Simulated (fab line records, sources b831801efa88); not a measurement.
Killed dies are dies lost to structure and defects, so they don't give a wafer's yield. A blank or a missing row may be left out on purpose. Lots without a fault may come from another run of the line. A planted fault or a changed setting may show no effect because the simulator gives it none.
fab line records | flow sky130
record lots=10 wafers=30 last_day=50
route steps=708 shown CAP2M@607 METAL4@634 VIA4@641 PAD_OPEN@708
lots that met no fault: from a run of the same line without faults
start_h: hours from the record's first day to the start of the lot's first wafer shown | wait_h: hours since the lot's step before | " the same as in the row above | L1.1+2: a row that stands for several wafers | - no value, or no start given | * or withheld: withheld | < > ~ a bound
route shown NAME@n: a module of which the file shows steps, and the number in the route of the first | usual: mean/standard deviation of fault-free wafers | same: alike in all rows | chamber/n: place in a boat | sites: the reading at each site | _std_site: their standard deviation | _edge_site: outer sites' mean less inner sites' | radius_mm: how far each site lies from the wafer's centre | mask NAME#n: copy n | behind: the tool/chamber that last shaped the wafer | hold: why the lot was held/for how many hours/how that ended | device: the transistor (n, p or np) that didn't switch | end of line: the same wafers' tests at the end of the route | a step without rows: its recipe alone | killed: dies lost to structure and defects at the first sort, not the wafer's yield | map: a wafer's dies, x killed, . not, _ none there
set.NAME: the setting as run; set.NAME@STEP: as run at that earlier step | model.NAME: the simulator's own value behind a step, which no gauge read
steps of the route over a sample of lots; a table a step, a row a wafer
services: from which hour (start_h, from the record's first day; less than 0 if before it) a tool's chamber was out of use, for how many hours, and why
## steps
# step SKY_CAP2M_THK_MEAS_04
# recipe thk_meas_gauge=xrf reads=TiN_of_CAP2M_SPUTTER_02
# usual CAP2M_TIN_THK=198/3.8
# columns lot.wafer tool chamber start_h wait_h CAP2M_TIN_THK[nm]
L889.2 film_metro-04 - 948.07 0.1 196
L889.5 " - " " 196
L889.6 " - " " 195
L891.2 film_metro-01 - 963.67 0.1 199
L891.3 " - " " 209
L891.5 " - " " 210
L901.1 film_metro-03 - 1048.84 0.1 194
L901.2 " - " " 197
L901.4 " - " " 201
L904.1 film_metro-01 - 1053.85 0.1 199
L904.3 " - " " 201
L904.5 " - " " 199
L903.2 film_metro-03 - 1056.36 0.1 191
L903.4 " - " " 196
L903.6 " - " " 195
L906.1 film_metro-04 - 1060.00 0.1 196
L906.3 " - " " 206
L906.4 " - " " 194
L905.1 film_metro-03 - 1064.76 0.1 194
L905.2 " - " " 198
L905.4 " - " " 198
L907.1 film_metro-04 - 1067.54 0.1 196
L907.3 " - " " 197
L907.6 " - " " 204
L908.2 film_metro-04 - 1074.95 0.1 195
L908.3 " - " " 195
L908.6 " - " " 197
L911.1 film_metro-03 - 1093.93 0.1 198
L911.2 " - " " 195
L911.6 " - " " 200
# step SKY_METAL4_METAL_ETCH_18
# recipe target_depth_a=8450 stop_on=SiO2 over_etch_frac=0.3 time_s=183.1 chemistry=Cl2/BCl3 resist_sidewall_deg=88 pressure_mtorr=10 icp_w=900 bias_w=47.06 Cl2_flow_sccm=60 bcl3_flow_sccm=30
# usual drypump_motor_current_A=5.7/0.45 oes_product_au=0.865/0.0073 throttle_valve_pct=22.265/0.0086
# columns lot.wafer tool chamber start_h wait_h drypump_motor_current_A oes_product_au rf_hours_counter_h throttle_valve_pct
L889.2 rie_metal-01 0 996.45 0.0 6.0 0.865 17 22.277
L889.5 " 0 " " 6.0 0.866 - 22.265
L889.6 " 1 " " 5.5 0.866 - 22.266
L891.2 rie_metal-04 0 1012.05 0.0 4.8 0.857 11 22.281
L891.3 " 1 " " 6.1 0.847 - 22.272
L891.5 " 1 " " 6.0 0.861 - 22.269
L901.1 rie_metal-01 1 1092.60 0.0 5.4 0.867 21 22.278
L901.2 " 0 " " 6.0 0.865 23 22.272
L901.4 " 0 " " 6.0 0.856 - 22.273
L904.1 rie_metal-01 1 1099.21 0.0 5.5 0.855 21 22.255
L904.3 " 1 " " 5.4 0.878 - 22.271
L904.5 " 0 " " 6.0 0.867 - 22.270
L903.2 rie_metal-03 1 1101.80 0.0 6.1 0.876 19 22.277
L903.4 " 0 " " 5.7 0.871 - 22.270
L903.6 " 0 " " 5.7 0.874 - 22.263
L906.1 rie_metal-03 0 1104.20 0.0 5.7 0.865 4 22.250
L906.3 " 1 " " 6.1 0.867 - 22.254
L906.4 " 0 " " 5.7 0.877 - 22.257
L905.1 rie_metal-03 1 1109.16 0.0 6.1 0.868 20 22.258
L905.2 " 0 " " 5.7 0.862 4 22.260
L905.4 " 0 " " 5.7 0.859 - 22.266
L907.1 rie_metal-04 0 1110.11 0.0 4.8 0.863 19 22.263
L907.3 " 1 " " 6.0 0.852 - 22.271
L907.6 " 1 " " 6.0 0.859 - 22.261
L908.2 rie_metal-04 1 1118.11 0.1 6.1 0.866 - 22.271
L908.3 " 1 " " 6.1 0.867 - 22.267
L908.6 " 1 " " 6.0 0.859 - 22.266
L911.1 rie_metal-03 0 1134.64 0.0 5.7 0.860 6 22.257
L911.2 " 1 " " 6.1 0.868 22 22.266
L911.6 " 1 " " 6.1 0.862 - 22.259
# step SKY_VIA4_CMP_02
# recipe material=SiO2 down_force_psi=4 platen_rpm=60 pad_velocity_m_s=0.94248
# usual edge_zone_pressure_frac=1.000/0.0049 head_pressure_psi=3.999/0.0083 motor_current_A=12.2/1.5 platen_rpm=59.99/0.04
# columns lot.wafer tool chamber start_h wait_h edge_zone_pressure_frac head_pressure_psi motor_current_A platen_rpm
L889.2 cmp-02 0 997.46 0.0 0.989 4.004 11.0 59.95
L889.5 " 0 " " 1.000 3.993 10.9 60.01
L889.6 " 1 " " 1.005 4.008 12.7 60.00
L891.3 cmp-02 3 1013.15 0.0 1.004 3.996 9.9 59.98
L891.2 " 2 " " 1.005 3.994 13.8 59.93
L891.5 " 0 " " 0.999 3.998 10.3 59.96
L901.2 cmp-02 3 1094.04 0.0 - - - -
L901.4 " 0 " " - - - -
L901.1 " 2 " " - - - -
L904.1 cmp-02 0 1101.00 0.3 - - - -
L904.3 " 2 " " - - - -
L904.5 " 0 " " - - - -
L903.4 cmp-02 2 1103.21 0.2 - - - -
L903.2 " 0 " " - - - -
L903.6 " 1 " " - - - -
L906.1 cmp-01 1 1105.61 0.2 0.999 3.996 13.6 60.07
L906.3 " 2 " " 1.006 3.987 13.1 59.94
L906.4 " 3 " " 0.995 3.999 11.9 59.95
L905.4 cmp-02 2 1110.17 0.0 0.999 3.986 14.3 60.02
L905.1 " 0 " " 0.992 4.007 10.9 60.01
L905.2 " 1 " " 0.996 3.999 12.2 60.04
L907.3 cmp-02 0 1111.12 0.0 1.000 3.999 11.3 60.02
L907.1 " 1 " " 1.001 3.988 12.6 60.04
L907.6 " 1 " " 0.998 4.001 13.0 59.98
L908.2 cmp-02 3 1119.58 0.0 1.004 3.995 9.5 60.03
L908.3 " 1 " " 0.997 3.999 13.1 59.99
L908.6 " 3 " " 1.002 3.994 9.8 60.00
L911.2 cmp-02 0 1135.70 0.0 1.011 4.008 10.7 59.95
L911.1 " 1 " " 1.002 3.996 12.8 59.97
L911.6 " 0 " " 1.007 3.991 11.2 60.02
# step SKY_VIA4_BOW_MEAS_03
# recipe mode=bow
# usual VIA4_BOW=79/8.6
# columns lot.wafer tool chamber start_h wait_h VIA4_BOW[um]
L889.2 film_metro-01 - 997.82 0.3 55
L889.5 " - " " 77
L889.6 " - " " 75
L891.2 film_metro-01 - 1013.47 0.1 84
L891.3 " - " " 84
L891.5 " - " " 102
L901.1 film_metro-01 - 1094.40 0.2 140
L901.2 " - " " 129
L901.4 " - " " 134
L904.1 film_metro-03 - 1101.25 0.2 129
L904.3 " - " " 128
L904.5 " - " " 124
L903.2 film_metro-03 - 1103.48 0.1 108
L903.4 " - " " 129
L903.6 " - " " 118
L906.1 film_metro-01 - 1105.86 0.2 78
L906.3 " - " " 66
L906.4 " - " " 73
L905.1 film_metro-03 - 1110.47 0.1 74
L905.2 " - " " 74
L905.4 " - " " 72
L907.1 film_metro-03 - 1111.42 0.2 84
L907.3 " - " " 83
L907.6 " - " " 89
L908.2 film_metro-02 - 1119.90 0.3 74
L908.3 " - " " 81
L908.6 " - " " 88
L911.1 film_metro-01 - 1136.00 0.2 65
L911.2 " - " " 66
L911.6 " - " " 80
# step SKY_VIA4_ETCH_12
# recipe target=SiO2 chemistry=C4F8/O2/Ar stop_on=TiN mask_material=NOVOLAK source_w=1500 bias_w=1200 pressure_mtorr=40 c4f8_flow_sccm=withheld O2_flow_sccm=6 Ar_flow_sccm=300 time_s=withheld target_depth_a=5800
# usual oes_product_au=0.926/0.0054
# columns lot.wafer tool chamber start_h wait_h oes_product_au
L889.2 rie_diel-01 0 1021.48 0.0 0.931
L889.5 " 2 " " 0.930
L889.6 " 1 " " 0.928
L891.2 rie_diel-04 1 1036.69 0.0 0.927
L891.3 " 3 " " 0.918
L891.5 " 2 " " 0.928
L901.1 rie_diel-03 3 1114.89 0.0 1.592
L901.2 " 2 " " 1.604
L901.4 " 1 " " 1.633
L904.1 rie_diel-03 3 1121.39 0.0 1.583
L904.3 " 0 " " 1.603
L904.5 " 2 " " 1.605
L903.2 rie_diel-04 0 1123.41 0.0 1.612
L903.4 " 2 " " 1.623
L903.6 " 3 " " 1.608
L906.1 rie_diel-01 0 1124.76 0.0 0.921
L906.3 " 2 " " 0.922
L906.4 " 3 " " 0.927
L905.1 rie_diel-01 0 1130.11 0.0 0.927
L905.2 " 1 " " 0.932
L905.4 " 3 " " 0.927
L907.1 rie_diel-04 3 1131.21 0.0 0.924
L907.3 " 2 " " 0.921
L907.6 " 3 " " 0.928
L908.2 rie_diel-03 0 1139.53 0.0 0.928
L908.3 " 1 " " 0.932
L908.6 " 0 " " 0.920
L911.1 rie_diel-04 3 1154.19 0.0 0.932
L911.2 " 2 " " 0.929
L911.6 " 2 " " 0.934
# step SKY_VIA4_SPUTTER_17
# recipe material=TiN target_thk_nm=20 chamber_pressure_pa=5 power_w=4000 time_s=80
# usual chamber_pressure_pa=4.999/0.0088 throttle_valve_pct=29.9/1.1
# columns lot.wafer tool chamber start_h wait_h chamber_pressure_pa throttle_valve_pct
L889.2 pvd_sputter-02 - 1022.14 0.0 4.981 31.6
L889.5 " - " " 5.021 31.1
L889.6 " - " " 4.983 31.7
L891.2 pvd_sputter-01 - 1037.44 0.0 5.004 29.3
L891.3 " - " " 5.006 29.3
L891.5 " - " " 5.005 29.0
L901.1 pvd_sputter-03 - 1115.55 0.0 4.993 29.3
L901.2 " - " " 5.012 31.7
L901.4 " - " " 5.006 30.4
L904.1 pvd_sputter-02 - 1122.05 0.0 5.003 29.8
L904.3 " - " " 4.991 31.7
L904.5 " - " " 4.995 28.4
L903.2 pvd_sputter-02 - 1124.08 0.0 5.003 31.5
L903.4 " - " " 4.990 28.4
L903.6 " - " " 4.987 30.7
L906.1 pvd_sputter-01 - 1125.42 0.0 5.000 31.4
L906.3 " - " " 4.992 28.6
L906.4 " - " " 4.984 29.0
L905.1 pvd_sputter-03 - 1130.77 0.0 5.000 29.6
L905.2 " - " " 4.999 30.3
L905.4 " - " " 4.994 31.8
L907.1 pvd_sputter-01 - 1131.87 0.0 5.002 31.3
L907.3 " - " " 5.008 29.4
L907.6 " - " " 5.004 29.4
L908.2 pvd_sputter-03 - 1140.29 0.1 5.010 28.7
L908.3 " - " " 4.990 30.4
L908.6 " - " " 5.005 30.0
L911.1 pvd_sputter-01 - 1154.94 0.0 4.979 29.6
L911.2 " - " " 4.993 29.2
L911.6 " - " " 4.994 29.1
# step SKY_PAD_OPEN_PROBE_99
# usual defect_limited_yield=82.4/1.9 killed_at_M0_to_M3=45/7.5 killed_at_M4_up=2.8/1.9 killed_at_contacts=25/5.5 killed_at_front_end=14/4 killed_at_other=0.3/0.75 killed_dies=87/9.4 killed_on_rim=17/3.8 killed_open=47/6.6 killed_short=39/6.6 sort_bin_3_pad_short=0.9/0.39 sort_bin_5_function=10.4/1.5 sort_bin_6_memory=6.3/1.2 sort_n_pass=405/9.4 sort_yield_pct=82.4/1.9
# same gross_dies=492 killed_at_back_side=0 sort_bin_4_leakage[%]=0 sort_bin_8_speed[%]=0
# columns lot.wafer tool chamber start_h wait_h defect_limited_yield[%] killed_at_M0_to_M3 killed_at_M4_up killed_at_contacts killed_at_front_end killed_at_other killed_dies killed_on_rim killed_open killed_short sort_bin_3_pad_short[%] sort_bin_5_function[%] sort_bin_6_memory[%] sort_n_pass sort_yield_pct[%]
L891.2 prober-01 - 1106.73 0.1 85.0 31 5 28 10 0 74 11 43 30 0.6 8.7 5.7 418 85.0
L891.3 prober-01 - 1106.78 0.2 86.0 42 5 11 11 0 69 10 37 32 0.8 7.9 5.3 423 86.0
L891.5 prober-01 - 1106.88 0.2 83.7 44 2 17 17 0 80 12 38 42 0.4 10.4 5.5 412 83.7
L901.1 prober-02 - 1175.18 0.1 0 40 419 17 16 0 492 96 36 41 0.8 93.3 5.9 0 0
L901.2 prober-02 - 1175.23 0.1 0 33 417 25 17 0 492 96 35 42 0.8 93.9 5.3 0 0
L901.4 prober-02 - 1175.33 0.2 0 39 420 21 12 0 492 96 47 27 0.4 94.3 5.3 0 0
L904.1 prober-01 - 1180.96 0.1 0 56 400 22 14 0 492 96 37 56 1.0 92.9 6.1 0 0
L904.3 prober-01 - 1181.06 0.2 0 34 414 24 20 0 492 96 46 36 2.0 92.1 5.9 0 0
L904.5 prober-01 - 1181.16 0.2 0 54 399 25 14 0 492 96 47 48 1.4 91.7 6.9 0 0
L903.2 prober-02 - 1181.98 0.1 0 61 373 35 23 0 492 96 67 55 1.4 89.4 9.1 0 0
L903.4 prober-02 - 1182.08 0.2 0 37 423 17 14 1 492 96 40 32 0.6 95.3 4.1 0 0
L903.6 prober-02 - 1182.18 0.2 0 48 404 30 10 0 492 96 50 43 0.8 93.3 5.9 0 0
L906.1 prober-01 - 1184.88 0.1 83.1 45 2 24 12 0 83 19 49 34 1.0 11.6 4.3 409 83.1
L906.3 prober-01 - 1184.98 0.2 80.5 57 1 26 12 0 96 21 62 34 0.4 11.8 7.3 396 80.5
L906.4 prober-01 - 1185.03 0.2 84.1 39 1 23 15 0 78 13 45 33 1.4 10.0 4.5 414 84.1
L905.1 prober-02 - 1188.07 0.1 83.3 46 0 17 18 1 82 15 45 37 0.8 9.8 6.1 410 83.3
L905.2 prober-02 - 1188.12 0.1 83.1 45 5 20 13 0 83 16 41 42 1.2 9.3 6.3 409 83.1
L905.4 prober-02 - 1188.22 0.2 85.6 47 1 16 7 0 71 17 42 29 0.8 9.3 4.3 421 85.6
L907.1 prober-01 - 1189.52 0.1 81.7 44 7 27 12 0 90 18 54 36 1.0 10.8 6.5 402 81.7
L907.3 prober-01 - 1189.62 0.2 82.5 47 5 21 12 1 86 18 50 36 1.0 9.6 6.9 406 82.5
L907.6 prober-01 - 1189.77 0.2 85.6 32 4 21 13 1 71 11 39 32 0.4 8.3 5.7 421 85.6
L908.2 prober-02 - 1196.22 0.1 83.9 37 2 31 9 0 79 15 41 38 0.6 9.6 5.9 413 83.9
L908.3 prober-02 - 1196.27 0.2 79.1 55 2 31 15 0 103 20 62 41 0.6 12.8 7.5 389 79.1
L908.6 prober-02 - 1196.42 0.2 81.9 41 1 31 15 1 89 18 48 41 1.2 10.4 6.5 403 81.9
# killed by level:class
L891.2 CONTACT:geometric_particle:open=11 LI_CONTACT:geometric_particle:open=6 METAL2:geometric_particle:short=6 LOCAL_INTERCONNECT:geometric_particle:short=5 VIA1:geometric_particle:open=5 LOCAL_INTERCONNECT:geometric_particle:open=4 VIA2:geometric_particle:open=4 VIA3:geometric_particle:short=4
L891.3 VIA1:geometric_particle:open=11 METAL2:geometric_particle:short=8 FIELD_ISO:geometric_particle:open=5 LI_CONTACT:geometric_particle:open=5 VIA2:geometric_particle:open=5 METAL4:geometric_particle:short=4 VIA3:geometric_particle:short=4 CONTACT:geometric_particle:open=3
L891.5 VIA1:geometric_particle:open=8 POLY_GATE:geometric_particle:short=6 METAL1:geometric_particle:short=6 VIA2:geometric_particle:open=6 VIA3:geometric_particle:open=5 CONTACT:geometric_particle:open=5 LOCAL_INTERCONNECT:geometric_particle:short=5 LI_CONTACT:geometric_particle:open=4
L901.1 VIA4:area_cmp=415 VIA1:geometric_particle:open=10 METAL1:geometric_particle:short=5 CONTACT:geometric_particle:open=5 CONTACT:geometric_particle:short=5 FIELD_ISO:geometric_particle:short=4 LI_CONTACT:geometric_particle:open=4 VIA1:geometric_particle:short=4
L901.2 VIA4:area_cmp=415 CONTACT:geometric_particle:short=9 METAL1:geometric_particle:short=7 CONTACT:geometric_particle:open=7 VIA1:geometric_particle:open=7 FIELD_ISO:geometric_particle:open=5 LOCAL_INTERCONNECT:geometric_particle:short=4 VIA3:geometric_particle:short=4
L901.4 VIA4:area_cmp=418 VIA1:geometric_particle:open=15 CONTACT:geometric_particle:open=7 VIA2:geometric_particle:open=6 LI_CONTACT:geometric_particle:open=5 VIA1:geometric_particle:short=5 POLY_GATE:geometric_particle:open=4 CONTACT:geometric_particle:short=4
L904.1 VIA4:area_cmp=399 METAL1:geometric_particle:short=9 METAL2:geometric_particle:short=8 VIA2:geometric_particle:open=7 CONTACT:geometric_particle:open=6 VIA1:geometric_particle:open=6 CONTACT:geometric_particle:short=5 VIA1:geometric_particle:short=5
L904.3 VIA4:area_cmp=410 VIA1:geometric_particle:open=11 CONTACT:geometric_particle:open=8 LI_CONTACT:geometric_particle:open=6 VIA3:geometric_particle:open=5 POLY_GATE:geometric_particle:open=4 SPACER:geometric_particle:open=4 LI_CONTACT:geometric_particle:short=4
L904.5 VIA4:area_cmp=397 CONTACT:geometric_particle:open=12 VIA1:geometric_particle:open=11 METAL1:geometric_particle:short=7 METAL2:geometric_particle:short=7 VIA1:geometric_particle:short=5 LI_CONTACT:geometric_particle:open=5 LOCAL_INTERCONNECT:geometric_particle:short=5
L903.2 VIA4:area_cmp=370 VIA1:geometric_particle:open=17 CONTACT:geometric_particle:open=9 METAL1:geometric_particle:short=9 FIELD_ISO:geometric_particle:open=8 LI_CONTACT:geometric_particle:open=8 CONTACT:geometric_particle:short=8 VIA2:geometric_particle:open=8
L903.4 VIA4:area_cmp=420 VIA1:geometric_particle:open=11 CONTACT:geometric_particle:open=7 FIELD_ISO:geometric_particle:short=6 VIA3:geometric_particle:open=5 VIA2:geometric_particle:open=5 METAL2:geometric_particle:short=4 METAL3:geometric_particle:short=4
L903.6 VIA4:area_cmp=399 VIA2:geometric_particle:open=11 CONTACT:geometric_particle:open=10 VIA1:geometric_particle:open=9 LI_CONTACT:geometric_particle:open=8 POLY_GATE:geometric_particle:short=6 VIA1:geometric_particle:short=6 CONTACT:geometric_particle:short=5
L906.1 VIA1:geometric_particle:open=10 CONTACT:geometric_particle:open=10 VIA1:geometric_particle:short=8 CONTACT:geometric_particle:short=6 METAL2:geometric_particle:short=6 FIELD_ISO:geometric_particle:open=5 POLY_GATE:geometric_particle:open=5 METAL1:geometric_particle:short=5
L906.3 VIA1:geometric_particle:open=21 VIA3:geometric_particle:open=11 VIA1:geometric_particle:short=9 LI_CONTACT:geometric_particle:open=8 CONTACT:geometric_particle:open=7 POLY_GATE:geometric_particle:open=5 CONTACT:geometric_particle:short=4 LOCAL_INTERCONNECT:geometric_particle:short=4
L906.4 CONTACT:geometric_particle:open=11 VIA1:geometric_particle:open=10 VIA2:geometric_particle:open=6 POLY_GATE:geometric_particle:open=5 LI_CONTACT:geometric_particle:short=5 METAL1:geometric_particle:short=5 VIA3:geometric_particle:open=5 POLY_GATE:geometric_particle:short=4
L905.1 VIA1:geometric_particle:open=15 FIELD_ISO:geometric_particle:short=6 METAL1:geometric_particle:short=6 POLY_GATE:geometric_particle:open=5 LOCAL_INTERCONNECT:geometric_particle:short=5 CONTACT:geometric_particle:open=5 VIA2:geometric_particle:open=5 LI_CONTACT:geometric_particle:open=4
L905.2 VIA1:geometric_particle:open=8 VIA1:geometric_particle:short=8 LI_CONTACT:geometric_particle:open=7 VIA3:geometric_particle:open=7 METAL1:geometric_particle:short=6 CONTACT:geometric_particle:open=5 VIA2:geometric_particle:open=5 FIELD_ISO:geometric_particle:open=4
L905.4 VIA1:geometric_particle:open=12 VIA1:geometric_particle:short=9 LI_CONTACT:geometric_particle:open=8 VIA3:geometric_particle:open=6 METAL2:geometric_particle:short=5 METAL1:geometric_particle:short=4 VIA2:geometric_particle:open=4 CONTACT:geometric_particle:open=3
L907.1 CONTACT:geometric_particle:open=9 VIA3:geometric_particle:open=9 LI_CONTACT:geometric_particle:open=8 VIA1:geometric_particle:open=8 VIA1:geometric_particle:short=6 METAL4:geometric_particle:short=5 VIA2:geometric_particle:open=5 FIELD_ISO:geometric_particle:short=4
L907.3 VIA1:geometric_particle:open=13 CONTACT:geometric_particle:open=12 VIA3:geometric_particle:open=10 VIA1:geometric_particle:short=8 METAL1:geometric_particle:short=4 VIA2:geometric_particle:open=4 SPACER:geometric_particle:open=3 CONTACT:geometric_particle:short=3
L907.6 CONTACT:geometric_particle:open=8 VIA3:geometric_particle:open=7 LI_CONTACT:geometric_particle:open=6 VIA1:geometric_particle:open=5 CONTACT:geometric_particle:short=5 POLY_GATE:geometric_particle:open=4 METAL1:geometric_particle:short=4 VIA1:geometric_particle:short=4
L908.2 CONTACT:geometric_particle:open=11 CONTACT:geometric_particle:short=10 LI_CONTACT:geometric_particle:open=8 VIA3:geometric_particle:open=6 METAL1:geometric_particle:short=6 VIA1:geometric_particle:short=6 VIA1:geometric_particle:open=6 VIA2:geometric_particle:open=4
L908.3 VIA1:geometric_particle:open=14 VIA3:geometric_particle:open=10 CONTACT:geometric_particle:open=9 VIA2:geometric_particle:open=8 METAL2:geometric_particle:short=7 LI_CONTACT:geometric_particle:open=6 CONTACT:geometric_particle:short=6 LOCAL_INTERCONNECT:geometric_particle:short=5
L908.6 CONTACT:geometric_particle:open=14 METAL2:geometric_particle:short=8 CONTACT:geometric_particle:short=7 METAL1:geometric_particle:short=7 VIA1:geometric_particle:open=7 FIELD_ISO:geometric_particle:open=5 VIA2:geometric_particle:open=5 LI_CONTACT:geometric_particle:open=4
## services
# columns tool chamber start_h hours kind
cmp-02 - 972.86 1.5 repair
cmp-01 - 987.77 7.2 pm
rie_metal-03 0 1018.75 - clean
rie_metal-03 0 1018.75 22.6 scheduled_down
rie_metal-03 0 1018.75 22.6 vent_cycle
rie_diel-04 - 1023.91 0.6 repair
pvd_sputter-01 2 1026.85 - consumable_replace:kit
rie_metal-04 1 1034.51 11.9 repair
rie_diel-03 3 1042.41 5.7 repair
rie_diel-04 - 1045.87 2.8 pm
rie_diel-04 3 1060.60 6.8 repair
rie_metal-01 0 1069.15 2.4 repair
rie_diel-03 2 1071.25 16.5 repair
rie_metal-03 - 1079.78 1.6 repair
cmp-02 - 1084.22 4.0 pm
cmp-02 - 1088.22 - consumable_replace:conditioner
cmp-02 - 1088.22 - consumable_replace:pad
rie_diel-04 1 1107.01 4.8 repair
rie_diel-01 2 1107.96 10.3 repair
pvd_sputter-01 - 1109.56 9.2 repair
rie_metal-04 0 1113.79 25.7 repair
rie_diel-04 0 1126.12 13.0 repair
cmp-01 - 1137.86 0.3 repair
pvd_sputter-02 - 1140.17 2.5 repair
## key
first_sign step=SKY_VIA4_CMP_02 reading=tool_record direction=missing
effect step=SKY_VIA4_BOW_MEAS_03 reading=VIA4_BOW direction=up sigmas=5.5 usual=79 struck=126
effect step=SKY_VIA4_ETCH_12 reading=oes_product_au direction=up sigmas=99+ usual=0.926 struck=1.607
effect step=SKY_PAD_OPEN_PROBE_99 reading=killed_at_M4_up direction=up sigmas=99+ usual=2.8 struck=407.7
more_kills_born_at SKY_VIA4_CMP_02@cmp-02=3643
met_at SKY_VIA4_CMP_02
struck_lots L901,L903,L904
later_rows_left_out L901.1,L901.2,L901.4,L903.2,L903.4,L903.6,L904.1,L904.3,L904.5
not_acting_at SKY_CAP2M_THK_MEAS_04,SKY_METAL4_METAL_ETCH_18,SKY_VIA4_SPUTTER_17
onset_between 1013.15 1094.04
fault kind=skipped_step_whole tool=cmp-02 chamber=- onset_h=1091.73 steps=SKY_VIA4_CMP_02 scope=struck_lots_only
# later_rows_left_out: the simulator's readings of these wafers behind a module that went badly wrong aren't trusted and aren't shown, but for the sort
